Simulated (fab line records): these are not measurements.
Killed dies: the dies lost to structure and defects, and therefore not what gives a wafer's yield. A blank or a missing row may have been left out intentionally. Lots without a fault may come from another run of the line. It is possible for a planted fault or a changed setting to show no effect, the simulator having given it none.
fab line records / flow sky130 / part 2 of 2: steps 26 to 36 of 36
record lots=5 wafers=15 last_day=49
route steps=708 shown VT_ADJUST_LVTN@107 VT_ADJUST_NCORE@119 VT_ADJUST_HVTR@131
lots that met no fault: taken from a fault-free run of the same line
start_h: hours from the record's opening day to when the first of the lot's shown wafers began / wait_h: hours since the lot's step before / " as in the row above / L1.1+2: several wafers, shown together as one row / - no value, or no start given / * or withheld: withheld / < > ~ a bound
route shown NAME@n: a module of which the file shows steps, and the number in the route of the first / usual: mean/standard deviation of fault-free wafers / same: alike in all rows / chamber/n: place in a boat / sites: each site's reading / _std_site: standard deviation of those values / _edge_site: the outer-site mean with the inner-site mean subtracted / radius_mm: for every site, how far away it sits from the centre of the wafer / mask NAME#n: copy n / behind: the last tool/chamber to shape the wafer / hold: what put the lot on hold/how long, in hours/how the hold closed / device: whichever transistor did not switch (one of n, p or np) / end of line: at the end of the route, the tests of the same wafers / a step given without rows: its recipe and nothing more / killed: dies that structure and defects cost at the first sort, which is not the same as the wafer's yield / map: per-die view of a wafer (x killed, . not killed, _ where there is no die)
set.NAME: the setting the step ran with; set.NAME@STEP: the setting that earlier step ran with / model.NAME: the simulator's own value behind a step, which no gauge read
lots at some steps of the route; a table a step, a row a wafer
services: the hour from which a tool's chamber was out of use, counted from the record's first day as start_h (under 0 if before that day), plus the number of hours and why
## steps
# step SKY_VT_ADJUST_HVTR_HMDS_01
# recipe prime_time_s=60 prime_temp_c=120
# usual exhaust_pa=44.7/0.88 prime_temp_c=119.97/0.14
lot.wafer=L075.1 tool=litho_track-02 chamber=0 start_h=205.61 wait_h=0.1 exhaust_pa=44.4 prime_temp_c=120.02
lot.wafer=L075.2 tool=litho_track-02 chamber=0 start_h=205.61 wait_h=0.1 exhaust_pa=44.2 prime_temp_c=120.03
lot.wafer=L075.4 tool=litho_track-02 chamber=0 start_h=205.61 wait_h=0.1 exhaust_pa=43.8 prime_temp_c=119.93
lot.wafer=L078.2 tool=litho_track-02 chamber=0 start_h=223.43 wait_h=0.1 exhaust_pa=46.2 prime_temp_c=119.85
lot.wafer=L078.4 tool=litho_track-02 chamber=0 start_h=223.43 wait_h=0.1 exhaust_pa=45.9 prime_temp_c=119.82
lot.wafer=L078.5 tool=litho_track-02 chamber=0 start_h=223.43 wait_h=0.1 exhaust_pa=45.9 prime_temp_c=119.79
lot.wafer=L086.2 tool=litho_track-04 chamber=0 start_h=279.57 wait_h=0.1 exhaust_pa=44.3 prime_temp_c=119.99
lot.wafer=L086.3 tool=litho_track-04 chamber=0 start_h=279.57 wait_h=0.1 exhaust_pa=44.9 prime_temp_c=120.21
lot.wafer=L086.4 tool=litho_track-04 chamber=0 start_h=279.57 wait_h=0.1 exhaust_pa=43.7 prime_temp_c=120.10
lot.wafer=L088.2 tool=litho_track-01 chamber=0 start_h=292.90 wait_h=0.1 exhaust_pa=44.9 prime_temp_c=120.18
lot.wafer=L088.3 tool=litho_track-01 chamber=0 start_h=292.90 wait_h=0.1 exhaust_pa=45.2 prime_temp_c=120.17
lot.wafer=L088.4 tool=litho_track-01 chamber=0 start_h=292.90 wait_h=0.1 exhaust_pa=43.8 prime_temp_c=120.03
lot.wafer=L092.1 tool=litho_track-02 chamber=0 start_h=320.11 wait_h=0.1 exhaust_pa=43.7 prime_temp_c=120.00
lot.wafer=L092.3 tool=litho_track-02 chamber=0 start_h=320.11 wait_h=0.1 exhaust_pa=43.5 prime_temp_c=119.91
lot.wafer=L092.4 tool=litho_track-02 chamber=0 start_h=320.11 wait_h=0.1 exhaust_pa=44.6 prime_temp_c=119.96
# step SKY_VT_ADJUST_HVTR_COAT_02
# recipe resist=NOVOLAK spin_rpm=3000 resist_thk_nm=1140
# usual exhaust_pa=45.1/0.82
lot.wafer=L075.1 tool=litho_track-02 chamber=0 start_h=205.76 wait_h=0.1 exhaust_pa=44.2
lot.wafer=L075.2 tool=litho_track-02 chamber=0 start_h=205.76 wait_h=0.1 exhaust_pa=45.3
lot.wafer=L075.4 tool=litho_track-02 chamber=0 start_h=205.76 wait_h=0.1 exhaust_pa=43.9
lot.wafer=L078.2 tool=litho_track-02 chamber=0 start_h=223.58 wait_h=0.1 exhaust_pa=44.5
lot.wafer=L078.4 tool=litho_track-02 chamber=0 start_h=223.58 wait_h=0.1 exhaust_pa=44.4
lot.wafer=L078.5 tool=litho_track-02 chamber=0 start_h=223.58 wait_h=0.1 exhaust_pa=45.0
lot.wafer=L086.2 tool=litho_track-04 chamber=0 start_h=279.72 wait_h=0.1 exhaust_pa=45.1
lot.wafer=L086.3 tool=litho_track-04 chamber=0 start_h=279.72 wait_h=0.1 exhaust_pa=45.1
lot.wafer=L086.4 tool=litho_track-04 chamber=0 start_h=279.72 wait_h=0.1 exhaust_pa=44.4
lot.wafer=L088.2 tool=litho_track-01 chamber=0 start_h=293.05 wait_h=0.1 exhaust_pa=44.6
lot.wafer=L088.3 tool=litho_track-01 chamber=0 start_h=293.05 wait_h=0.1 exhaust_pa=45.3
lot.wafer=L088.4 tool=litho_track-01 chamber=0 start_h=293.05 wait_h=0.1 exhaust_pa=44.5
lot.wafer=L092.1 tool=litho_track-02 chamber=0 start_h=320.26 wait_h=0.1 exhaust_pa=45.0
lot.wafer=L092.3 tool=litho_track-02 chamber=0 start_h=320.26 wait_h=0.1 exhaust_pa=45.5
lot.wafer=L092.4 tool=litho_track-02 chamber=0 start_h=320.26 wait_h=0.1 exhaust_pa=44.5
# step SKY_VT_ADJUST_HVTR_SOFTBAKE_03
# recipe temp_c=90 time_s=60 resist=NOVOLAK
# usual exhaust_pa=45.1/0.91 heater_power_total_W=56.59/0.044
lot.wafer=L075.1 tool=litho_track-02 chamber=0 start_h=205.91 wait_h=0.1 exhaust_pa=45.0 heater_power_total_W=56.56
lot.wafer=L075.2 tool=litho_track-02 chamber=0 start_h=205.91 wait_h=0.1 exhaust_pa=44.1 heater_power_total_W=56.59
lot.wafer=L075.4 tool=litho_track-02 chamber=0 start_h=205.91 wait_h=0.1 exhaust_pa=44.4 heater_power_total_W=56.73
lot.wafer=L078.2 tool=litho_track-02 chamber=0 start_h=223.73 wait_h=0.1 exhaust_pa=45.6 heater_power_total_W=56.56
lot.wafer=L078.4 tool=litho_track-02 chamber=0 start_h=223.73 wait_h=0.1 exhaust_pa=45.4 heater_power_total_W=56.61
lot.wafer=L078.5 tool=litho_track-02 chamber=0 start_h=223.73 wait_h=0.1 exhaust_pa=46.2 heater_power_total_W=56.59
lot.wafer=L086.2 tool=litho_track-04 chamber=0 start_h=279.87 wait_h=0.1 exhaust_pa=45.7 heater_power_total_W=56.58
lot.wafer=L086.3 tool=litho_track-04 chamber=0 start_h=279.87 wait_h=0.1 exhaust_pa=45.7 heater_power_total_W=56.54
lot.wafer=L086.4 tool=litho_track-04 chamber=0 start_h=279.87 wait_h=0.1 exhaust_pa=46.9 heater_power_total_W=56.55
lot.wafer=L088.2 tool=litho_track-01 chamber=0 start_h=293.20 wait_h=0.1 exhaust_pa=45.4 heater_power_total_W=56.63
lot.wafer=L088.3 tool=litho_track-01 chamber=0 start_h=293.20 wait_h=0.1 exhaust_pa=45.9 heater_power_total_W=56.66
lot.wafer=L088.4 tool=litho_track-01 chamber=0 start_h=293.20 wait_h=0.1 exhaust_pa=46.0 heater_power_total_W=56.60
lot.wafer=L092.1 tool=litho_track-02 chamber=0 start_h=320.41 wait_h=0.1 exhaust_pa=45.0 heater_power_total_W=56.54
lot.wafer=L092.3 tool=litho_track-02 chamber=0 start_h=320.41 wait_h=0.1 exhaust_pa=44.7 heater_power_total_W=56.59
lot.wafer=L092.4 tool=litho_track-02 chamber=0 start_h=320.41 wait_h=0.1 exhaust_pa=44.5 heater_power_total_W=56.57
# step SKY_VT_ADJUST_HVTR_EXPOSE_04
# recipe mask_id=HVTRM target_cd_nm=380 na=0.6 source_shape=conventional sigma_outer=0.6 dose_mj=150
lot.wafer=L075.1+2+4 tool=iline_stepper-02 chamber=0 start_h=- wait_h=- mask=HVTRM#0
lot.wafer=L078.2+4+5 tool=iline_stepper-01 chamber=0 start_h=- wait_h=- mask=HVTRM#0
lot.wafer=L086.2+3+4 tool=iline_stepper-02 chamber=0 start_h=- wait_h=- mask=HVTRM#0
lot.wafer=L088.2+3+4 tool=iline_stepper-02 chamber=0 start_h=- wait_h=- mask=HVTRM#0
lot.wafer=L092.1+3+4 tool=iline_stepper-02 chamber=0 start_h=- wait_h=- mask=HVTRM#0
# step SKY_VT_ADJUST_HVTR_PEB_05
# recipe temp_c=withheld time_s=* resist=NOVOLAK
# usual exhaust_pa=44.9/0.88
lot.wafer=L075.1 tool=litho_track-01 chamber=0 start_h=- wait_h=- exhaust_pa=46.9
lot.wafer=L075.2 tool=litho_track-01 chamber=0 start_h=- wait_h=- exhaust_pa=46.0
lot.wafer=L075.4 tool=litho_track-01 chamber=0 start_h=- wait_h=- exhaust_pa=47.0
lot.wafer=L078.2 tool=litho_track-02 chamber=0 start_h=- wait_h=- exhaust_pa=44.5
lot.wafer=L078.4 tool=litho_track-02 chamber=0 start_h=- wait_h=- exhaust_pa=45.8
lot.wafer=L078.5 tool=litho_track-02 chamber=0 start_h=- wait_h=- exhaust_pa=45.2
lot.wafer=L086.2 tool=litho_track-04 chamber=0 start_h=- wait_h=- exhaust_pa=43.5
lot.wafer=L086.3 tool=litho_track-04 chamber=0 start_h=- wait_h=- exhaust_pa=44.0
lot.wafer=L086.4 tool=litho_track-04 chamber=0 start_h=- wait_h=- exhaust_pa=44.2
lot.wafer=L088.2 tool=litho_track-02 chamber=0 start_h=- wait_h=- exhaust_pa=44.2
lot.wafer=L088.3 tool=litho_track-02 chamber=0 start_h=- wait_h=- exhaust_pa=46.6
lot.wafer=L088.4 tool=litho_track-02 chamber=0 start_h=- wait_h=- exhaust_pa=44.8
lot.wafer=L092.1 tool=litho_track-04 chamber=0 start_h=- wait_h=- exhaust_pa=43.4
lot.wafer=L092.3 tool=litho_track-04 chamber=0 start_h=- wait_h=- exhaust_pa=43.9
lot.wafer=L092.4 tool=litho_track-04 chamber=0 start_h=- wait_h=- exhaust_pa=44.4
# step SKY_VT_ADJUST_HVTR_DEVELOP_06
# recipe develop_time_s=60 dev_temp_c=23
# usual exhaust_pa=44.8/0.91
lot.wafer=L075.1 tool=litho_track-01 chamber=0 start_h=216.87 wait_h=0.1 exhaust_pa=45.1
lot.wafer=L075.2 tool=litho_track-01 chamber=0 start_h=216.87 wait_h=0.1 exhaust_pa=45.7
lot.wafer=L075.4 tool=litho_track-01 chamber=0 start_h=216.87 wait_h=0.1 exhaust_pa=43.9
lot.wafer=L078.2 tool=litho_track-02 chamber=0 start_h=235.08 wait_h=0.1 exhaust_pa=45.3
lot.wafer=L078.4 tool=litho_track-02 chamber=0 start_h=235.08 wait_h=0.1 exhaust_pa=45.3
lot.wafer=L078.5 tool=litho_track-02 chamber=0 start_h=235.08 wait_h=0.1 exhaust_pa=44.4
lot.wafer=L086.2 tool=litho_track-04 chamber=0 start_h=291.26 wait_h=0.1 exhaust_pa=46.5
lot.wafer=L086.3 tool=litho_track-04 chamber=0 start_h=291.26 wait_h=0.1 exhaust_pa=46.5
lot.wafer=L086.4 tool=litho_track-04 chamber=0 start_h=291.26 wait_h=0.1 exhaust_pa=44.5
lot.wafer=L088.2 tool=litho_track-02 chamber=0 start_h=305.33 wait_h=0.1 exhaust_pa=45.9
lot.wafer=L088.3 tool=litho_track-02 chamber=0 start_h=305.33 wait_h=0.1 exhaust_pa=46.2
lot.wafer=L088.4 tool=litho_track-02 chamber=0 start_h=305.33 wait_h=0.1 exhaust_pa=45.1
lot.wafer=L092.1 tool=litho_track-04 chamber=0 start_h=333.39 wait_h=0.1 exhaust_pa=44.9
lot.wafer=L092.3 tool=litho_track-04 chamber=0 start_h=333.39 wait_h=0.1 exhaust_pa=44.2
lot.wafer=L092.4 tool=litho_track-04 chamber=0 start_h=333.39 wait_h=0.1 exhaust_pa=44.6
# step SKY_VT_ADJUST_HVTR_CD_MEAS_07
# recipe target_cd_nm=380
# usual cd_nm=380.2/2.9
lot.wafer=L075.1 tool=cd_sem-01 chamber=- start_h=217.02 wait_h=0.1 cd_nm=380.2
lot.wafer=L075.2 tool=cd_sem-01 chamber=- start_h=217.02 wait_h=0.1 cd_nm=379.9
lot.wafer=L075.4 tool=cd_sem-01 chamber=- start_h=217.02 wait_h=0.1 cd_nm=381.1
lot.wafer=L078.2 tool=cd_sem-01 chamber=- start_h=235.23 wait_h=0.1 cd_nm=377.7
lot.wafer=L078.4 tool=cd_sem-01 chamber=- start_h=235.23 wait_h=0.1 cd_nm=379.4
lot.wafer=L078.5 tool=cd_sem-01 chamber=- start_h=235.23 wait_h=0.1 cd_nm=378.6
lot.wafer=L086.2 tool=cd_sem-01 chamber=- start_h=291.41 wait_h=0.1 cd_nm=381.2
lot.wafer=L086.3 tool=cd_sem-01 chamber=- start_h=291.41 wait_h=0.1 cd_nm=380.1
lot.wafer=L086.4 tool=cd_sem-01 chamber=- start_h=291.41 wait_h=0.1 cd_nm=384.1
lot.wafer=L088.2 tool=cd_sem-02 chamber=- start_h=305.48 wait_h=0.1 cd_nm=381.3
lot.wafer=L088.3 tool=cd_sem-02 chamber=- start_h=305.48 wait_h=0.1 cd_nm=381.9
lot.wafer=L088.4 tool=cd_sem-02 chamber=- start_h=305.48 wait_h=0.1 cd_nm=379.3
lot.wafer=L092.1 tool=cd_sem-01 chamber=- start_h=333.54 wait_h=0.1 cd_nm=377.2
lot.wafer=L092.3 tool=cd_sem-01 chamber=- start_h=333.54 wait_h=0.1 cd_nm=377.7
lot.wafer=L092.4 tool=cd_sem-01 chamber=- start_h=333.54 wait_h=0.1 cd_nm=376.4
# step SKY_VT_ADJUST_HVTR_OVL_MEAS_08
# usual VT_ADJUST_HVTR_OVL=-0.7/1.6
lot.wafer=L075.1 tool=overlay-01 chamber=- start_h=217.14 wait_h=0.1 VT_ADJUST_HVTR_OVL[nm]=0.5
lot.wafer=L075.2 tool=overlay-01 chamber=- start_h=217.14 wait_h=0.1 VT_ADJUST_HVTR_OVL[nm]=0.6
lot.wafer=L075.4 tool=overlay-01 chamber=- start_h=217.14 wait_h=0.1 VT_ADJUST_HVTR_OVL[nm]=-1.9
lot.wafer=L078.2 tool=overlay-01 chamber=- start_h=235.33 wait_h=0.1 VT_ADJUST_HVTR_OVL[nm]=-3.0
lot.wafer=L078.4 tool=overlay-01 chamber=- start_h=235.33 wait_h=0.1 VT_ADJUST_HVTR_OVL[nm]=-3.4
lot.wafer=L078.5 tool=overlay-01 chamber=- start_h=235.33 wait_h=0.1 VT_ADJUST_HVTR_OVL[nm]=-2.3
lot.wafer=L086.2 tool=overlay-01 chamber=- start_h=291.52 wait_h=0.1 VT_ADJUST_HVTR_OVL[nm]=-3.0
lot.wafer=L086.3 tool=overlay-01 chamber=- start_h=291.52 wait_h=0.1 VT_ADJUST_HVTR_OVL[nm]=-2.3
lot.wafer=L086.4 tool=overlay-01 chamber=- start_h=291.52 wait_h=0.1 VT_ADJUST_HVTR_OVL[nm]=-3.7
lot.wafer=L088.2 tool=overlay-01 chamber=- start_h=305.58 wait_h=0.1 VT_ADJUST_HVTR_OVL[nm]=1.3
lot.wafer=L088.3 tool=overlay-01 chamber=- start_h=305.58 wait_h=0.1 VT_ADJUST_HVTR_OVL[nm]=1.3
lot.wafer=L088.4 tool=overlay-01 chamber=- start_h=305.58 wait_h=0.1 VT_ADJUST_HVTR_OVL[nm]=1.6
lot.wafer=L092.1 tool=overlay-01 chamber=- start_h=333.66 wait_h=0.1 VT_ADJUST_HVTR_OVL[nm]=1.0
lot.wafer=L092.3 tool=overlay-01 chamber=- start_h=333.66 wait_h=0.1 VT_ADJUST_HVTR_OVL[nm]=-0.2
lot.wafer=L092.4 tool=overlay-01 chamber=- start_h=333.66 wait_h=0.1 VT_ADJUST_HVTR_OVL[nm]=1.3
# step SKY_VT_ADJUST_HVTR_IMPLANT_09
# recipe species=B energy_kev=9.937 dose_cm2=2.1e+12 tilt_deg=withheld
lot.wafer=L075.1+2+4 tool=implanter-03 chamber=0 start_h=217.18 wait_h=0.0
lot.wafer=L078.2+4+5 tool=implanter-04 chamber=0 start_h=235.39 wait_h=0.0
lot.wafer=L086.2+3+4 tool=implanter-03 chamber=0 start_h=291.57 wait_h=0.0
lot.wafer=L088.2+3+4 tool=implanter-04 chamber=0 start_h=305.64 wait_h=0.0
lot.wafer=L092.1+3+4 tool=implanter-04 chamber=0 start_h=333.70 wait_h=0.0
# step SKY_VT_ADJUST_HVTR_STRIP_10
# recipe chemistry=O2/N2 power_w=1400 pressure_mtorr=1500 platen_temp_c=withheld o2_flow_sccm=3000 n2_flow_sccm=300 overash_fraction=0.5
# usual drypump_motor_current_A=5.94/0.24 oes_product_au=0.716/0.0046 strip_time_to_endpoint_s=14.17/0.038
lot.wafer=L075.1 tool=plasma_asher-02 chamber=1 start_h=217.33 wait_h=0.1 drypump_motor_current_A=6.02 oes_product_au=0.720 rf_hours_counter_h=51 strip_time_to_endpoint_s=14.16
lot.wafer=L075.2 tool=plasma_asher-02 chamber=0 start_h=217.33 wait_h=0.1 drypump_motor_current_A=5.96 oes_product_au=0.720 rf_hours_counter_h=51 strip_time_to_endpoint_s=14.22
lot.wafer=L075.4 tool=plasma_asher-02 chamber=0 start_h=217.33 wait_h=0.1 drypump_motor_current_A=5.96 oes_product_au=0.712 rf_hours_counter_h=- strip_time_to_endpoint_s=14.23
lot.wafer=L078.2 tool=plasma_asher-03 chamber=0 start_h=235.51 wait_h=0.1 drypump_motor_current_A=6.32 oes_product_au=0.715 rf_hours_counter_h=38 strip_time_to_endpoint_s=14.21
lot.wafer=L078.4 tool=plasma_asher-03 chamber=1 start_h=235.51 wait_h=0.1 drypump_motor_current_A=5.77 oes_product_au=0.716 rf_hours_counter_h=- strip_time_to_endpoint_s=14.19
lot.wafer=L078.5 tool=plasma_asher-03 chamber=1 start_h=235.51 wait_h=0.1 drypump_motor_current_A=5.79 oes_product_au=0.712 rf_hours_counter_h=- strip_time_to_endpoint_s=14.14
lot.wafer=L086.2 tool=plasma_asher-01 chamber=1 start_h=291.70 wait_h=0.1 drypump_motor_current_A=5.44 oes_product_au=0.719 rf_hours_counter_h=17 strip_time_to_endpoint_s=14.13
lot.wafer=L086.3 tool=plasma_asher-01 chamber=0 start_h=291.70 wait_h=0.1 drypump_motor_current_A=6.11 oes_product_au=0.719 rf_hours_counter_h=- strip_time_to_endpoint_s=14.13
lot.wafer=L086.4 tool=plasma_asher-01 chamber=1 start_h=291.70 wait_h=0.1 drypump_motor_current_A=5.42 oes_product_au=0.715 rf_hours_counter_h=- strip_time_to_endpoint_s=14.10
lot.wafer=L088.2 tool=plasma_asher-01 chamber=1 start_h=305.76 wait_h=0.1 drypump_motor_current_A=5.43 oes_product_au=0.722 rf_hours_counter_h=18 strip_time_to_endpoint_s=14.15
lot.wafer=L088.3 tool=plasma_asher-01 chamber=1 start_h=305.76 wait_h=0.1 drypump_motor_current_A=5.43 oes_product_au=0.711 rf_hours_counter_h=- strip_time_to_endpoint_s=14.16
lot.wafer=L088.4 tool=plasma_asher-01 chamber=0 start_h=305.76 wait_h=0.1 drypump_motor_current_A=6.12 oes_product_au=0.721 rf_hours_counter_h=- strip_time_to_endpoint_s=14.16
lot.wafer=L092.1 tool=plasma_asher-03 chamber=0 start_h=333.85 wait_h=0.1 drypump_motor_current_A=6.34 oes_product_au=0.716 rf_hours_counter_h=46 strip_time_to_endpoint_s=14.16
lot.wafer=L092.3 tool=plasma_asher-03 chamber=1 start_h=333.85 wait_h=0.1 drypump_motor_current_A=5.78 oes_product_au=0.722 rf_hours_counter_h=- strip_time_to_endpoint_s=14.13
lot.wafer=L092.4 tool=plasma_asher-03 chamber=0 start_h=333.85 wait_h=0.1 drypump_motor_current_A=6.35 oes_product_au=0.721 rf_hours_counter_h=- strip_time_to_endpoint_s=14.16
# step SKY_VT_ADJUST_HVTR_TW_MEAS_11
# usual VT_ADJUST_HVTR_TW=209.8/1.5
lot.wafer=L075.1 tool=film_metro-04 chamber=- start_h=217.43 wait_h=0.1 VT_ADJUST_HVTR_TW=211.9
lot.wafer=L075.2 tool=film_metro-04 chamber=- start_h=217.43 wait_h=0.1 VT_ADJUST_HVTR_TW=211.6
lot.wafer=L075.4 tool=film_metro-04 chamber=- start_h=217.43 wait_h=0.1 VT_ADJUST_HVTR_TW=211.1
lot.wafer=L078.2 tool=film_metro-01 chamber=- start_h=235.62 wait_h=0.1 VT_ADJUST_HVTR_TW=212.2
lot.wafer=L078.4 tool=film_metro-01 chamber=- start_h=235.62 wait_h=0.1 VT_ADJUST_HVTR_TW=212.5
lot.wafer=L078.5 tool=film_metro-01 chamber=- start_h=235.62 wait_h=0.1 VT_ADJUST_HVTR_TW=212.2
lot.wafer=L086.2 tool=film_metro-04 chamber=- start_h=291.81 wait_h=0.1 VT_ADJUST_HVTR_TW=208.3
lot.wafer=L086.3 tool=film_metro-04 chamber=- start_h=291.81 wait_h=0.1 VT_ADJUST_HVTR_TW=206.4
lot.wafer=L086.4 tool=film_metro-04 chamber=- start_h=291.81 wait_h=0.1 VT_ADJUST_HVTR_TW=207.3
lot.wafer=L088.2 tool=film_metro-03 chamber=- start_h=305.87 wait_h=0.1 VT_ADJUST_HVTR_TW=208.2
lot.wafer=L088.3 tool=film_metro-03 chamber=- start_h=305.87 wait_h=0.1 VT_ADJUST_HVTR_TW=208.6
lot.wafer=L088.4 tool=film_metro-03 chamber=- start_h=305.87 wait_h=0.1 VT_ADJUST_HVTR_TW=207.4
lot.wafer=L092.1 tool=film_metro-01 chamber=- start_h=333.95 wait_h=0.1 VT_ADJUST_HVTR_TW=209.4
lot.wafer=L092.3 tool=film_metro-01 chamber=- start_h=333.95 wait_h=0.1 VT_ADJUST_HVTR_TW=210.1
lot.wafer=L092.4 tool=film_metro-01 chamber=- start_h=333.95 wait_h=0.1 VT_ADJUST_HVTR_TW=210.4
## services
tool=plasma_asher-03 chamber=- start_h=143.47 hours=2.8 kind=pm
tool=implanter-02 chamber=- start_h=152.66 hours=5.6 kind=repair
tool=implanter-04 chamber=- start_h=167.36 hours=1.0 kind=repair
tool=iline_stepper-02 chamber=- start_h=215.88 hours=0.8 kind=repair
tool=implanter-03 chamber=- start_h=239.62 hours=1.5 kind=repair
tool=implanter-01 chamber=- start_h=252.78 hours=1.9 kind=repair
tool=implanter-01 chamber=- start_h=258.27 hours=5.5 kind=pm
tool=iline_stepper-02 chamber=- start_h=266.31 hours=3.6 kind=repair
tool=implanter-02 chamber=- start_h=269.30 hours=3.2 kind=pm
tool=implanter-04 chamber=- start_h=269.60 hours=2.3 kind=repair
tool=iline_stepper-01 chamber=0 start_h=270.24 hours=- kind=calibration
tool=iline_stepper-01 chamber=- start_h=276.67 hours=8.9 kind=pm
tool=implanter-03 chamber=- start_h=276.87 hours=4.6 kind=pm
tool=iline_stepper-01 chamber=- start_h=285.56 hours=2.1 kind=pm
tool=iline_stepper-01 chamber=- start_h=287.65 hours=- kind=consumable_replace:lamp
tool=plasma_asher-03 chamber=- start_h=288.97 hours=14.6 kind=pm
tool=implanter-03 chamber=- start_h=299.09 hours=3.9 kind=repair
tool=implanter-02 chamber=- start_h=300.44 hours=14.3 kind=pm
tool=iline_stepper-01 chamber=- start_h=305.32 hours=1.7 kind=pm
tool=plasma_asher-03 chamber=- start_h=311.53 hours=1.6 kind=repair
tool=plasma_asher-02 chamber=- start_h=313.38 hours=0.7 kind=repair
tool=implanter-01 chamber=- start_h=316.68 hours=5.0 kind=pm
tool=iline_stepper-02 chamber=- start_h=318.33 hours=2.1 kind=pm
tool=iline_stepper-02 chamber=- start_h=320.41 hours=- kind=consumable_replace:lamp
